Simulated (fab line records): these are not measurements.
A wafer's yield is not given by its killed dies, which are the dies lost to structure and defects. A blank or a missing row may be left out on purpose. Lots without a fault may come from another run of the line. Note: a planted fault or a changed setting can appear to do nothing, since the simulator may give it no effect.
The tool behind it: which one? ; flow sky130 ; 30 wafers from 10 lots sampled at 5 of the route's 708 steps

WHAT THE GAUGES SHOWED, per wafer
SKY_METAL2_RS_MEAS_05: uses a four-point probe to measure. Usual: for METAL2_ALCU_RS the level is 0.1264 ohm/sq and the standard deviation is 0.0011.
lot;measured;on;METAL2_ALCU_RS (ohm/sq);flag
L597;day 33 20:01;film metro-04;0.1250 0.1266 0.1270;
L598;day 34 08:31;film metro-04;0.1294 0.1273 0.1291;
L600;day 34 21:35;film metro-04;0.1252 0.1242 0.1251;
L602;day 35 20:00;film metro-04;0.1256 0.1273 0.1266;
L606;day 36 18:46;film metro-03;0.1260 0.1265 0.1278;
L612;day 38 16:09;film metro-04;0.1267 0.1274 0.1267;
L614;day 39 15:35;film metro-03;0.1261 0.1280 0.1269;
L615;day 40 00:40;film metro-04;0.1254 0.1273 0.1268;
L616;day 40 02:56;film metro-01;0.1263 0.1254 0.1260;
L619;day 40 11:15;film metro-01;0.1268 0.1261 0.1273;

SKY_CAPM_THK_MEAS_01. Usual: for CAPM_CVD_00_THK the level is 15.54 nm and the standard deviation is 0.21.
lot;measured;on;CAPM_CVD_00_THK (nm);flag
L597;day 36 03:13;film metro-02;15.66 15.44 15.61;
L598;day 36 15:56;film metro-04;15.43 15.99 15.87;
L600;day 37 04:26;film metro-01;15.45 15.59 15.46;
L602;day 38 02:20;film metro-01;15.53 15.79 15.76;
L606;day 39 01:48;film metro-01;15.29 15.37 15.43;
L612;day 40 19:21;film metro-02;15.25 15.49 15.52;
L614;day 41 19:05;film metro-01;15.39 15.57 15.68;
L615;day 42 04:19;film metro-01;15.51 15.91 15.71;
L616;day 42 07:11;film metro-04;15.69 15.72 15.87;
L619;day 42 15:29;film metro-04;15.39 15.32 15.53;

SKY_CAPM_RS_MEAS_03: uses a four-point probe to measure. Usual: for CAPM_TIN_RS the level is 6.91 ohm/sq and the standard deviation is 0.075.
lot;measured;on;CAPM_TIN_RS (ohm/sq);flag
L597;day 36 03:24;film metro-01;6.84 6.80 6.90;
L598;day 36 16:07;film metro-02;7.02 6.91 6.87;
L600;day 37 04:37;film metro-02;6.90 6.98 7.02;
L602;day 38 02:30;film metro-01;6.67 6.96 6.64;
L606;day 39 01:59;film metro-04;6.77 6.83 6.85;
L612;day 40 19:32;film metro-04;6.83 6.83 6.88;
L614;day 41 19:16;film metro-04;6.97 6.99 6.95;
L615;day 42 04:29;film metro-02;6.86 6.95 6.91;
L616;day 42 07:21;film metro-04;6.93 6.91 6.90;
L619;day 42 15:40;film metro-01;6.87 6.85 6.85;

TOOL THAT RAN EACH LOT (tool first, then ch and the chambers of the sampled wafers, then the start)
lot;SKY_METAL3_SPUTTER_03;SKY_CAPM_SPUTTER_02
L597;pvd sputter-01, day 36 03:05;pvd sputter-02, day 36 03:15
L598;pvd sputter-02, day 36 15:50;pvd sputter-01, day 36 15:59
L600;pvd sputter-01, day 37 04:20;pvd sputter-03, day 37 04:30
L602;pvd sputter-04, day 38 02:14;pvd sputter-03, day 38 02:23
L606;pvd sputter-02, day 39 01:41;pvd sputter-01, day 39 01:50
L612;pvd sputter-01, day 40 19:14;pvd sputter-03, day 40 19:23
L614;pvd sputter-02, day 41 19:00;pvd sputter-03, day 41 19:09
L615;pvd sputter-04, day 42 04:13;pvd sputter-03, day 42 04:22
L616;pvd sputter-04, day 42 07:05;pvd sputter-03, day 42 07:14
L619;pvd sputter-02, day 42 15:24;pvd sputter-03, day 42 15:33
- SKY_METAL3_SPUTTER_03: material Ti, target thk 5 nm, time 3.3 s.
- SKY_CAPM_SPUTTER_02: material TiN, target thk 200 nm, time 166.7 s.

WHAT THE TOOLS THEMSELVES READ (means of the sampled wafers that have a number; where no wafer has one, the mark that the record gives instead)
SKY_METAL3_SPUTTER_03. Usual: throttle valve pct 30.2 %, standard deviation 1.3.
lot;tool;throttle valve pct (%);flag
L597;pvd sputter-01;29.7;
L598;pvd sputter-02;30.5;
L600;pvd sputter-01;30.7;
L602;pvd sputter-04;29.7;
L606;pvd sputter-02;31.1;
L612;pvd sputter-01;30.0;
L614;pvd sputter-02;30.5;
L615;pvd sputter-04;29.3;
L616;pvd sputter-04;28.7;
L619;pvd sputter-02;31.6;

SKY_CAPM_SPUTTER_02. Usual: throttle valve pct 30.0 %, standard deviation 1.2.
lot;tool;throttle valve pct (%);flag
L597;pvd sputter-02;31.3;
L598;pvd sputter-01;31.2;
L600;pvd sputter-03;29.1;
L602;pvd sputter-03;29.5;
L606;pvd sputter-01;30.1;
L612;pvd sputter-03;29.2;
L614;pvd sputter-03;28.9;
L615;pvd sputter-03;29.0;
L616;pvd sputter-03;28.7;
L619;pvd sputter-03;29.2;

THE ANSWER, worked out from the rows above alone
Rule: take the mean of a lot's wafers that have a number; if it is more than 3 standard deviations from the usual mean, the lot is off. A lot without any number at a reading at which 4 lots or more have one is off too. Any other lot the step has rows for is counted as sound. After the gauges, taken in route order, come the tools' own readings; for these a lot's mean is taken, as printed above. The first step at which some lot is off is used, and at that step the reading that is off furthest; a lot without a number counts as furthest.
Nothing can be told from this: no lot is off at any reading shown.

WHAT THE SIMULATOR PUT IN
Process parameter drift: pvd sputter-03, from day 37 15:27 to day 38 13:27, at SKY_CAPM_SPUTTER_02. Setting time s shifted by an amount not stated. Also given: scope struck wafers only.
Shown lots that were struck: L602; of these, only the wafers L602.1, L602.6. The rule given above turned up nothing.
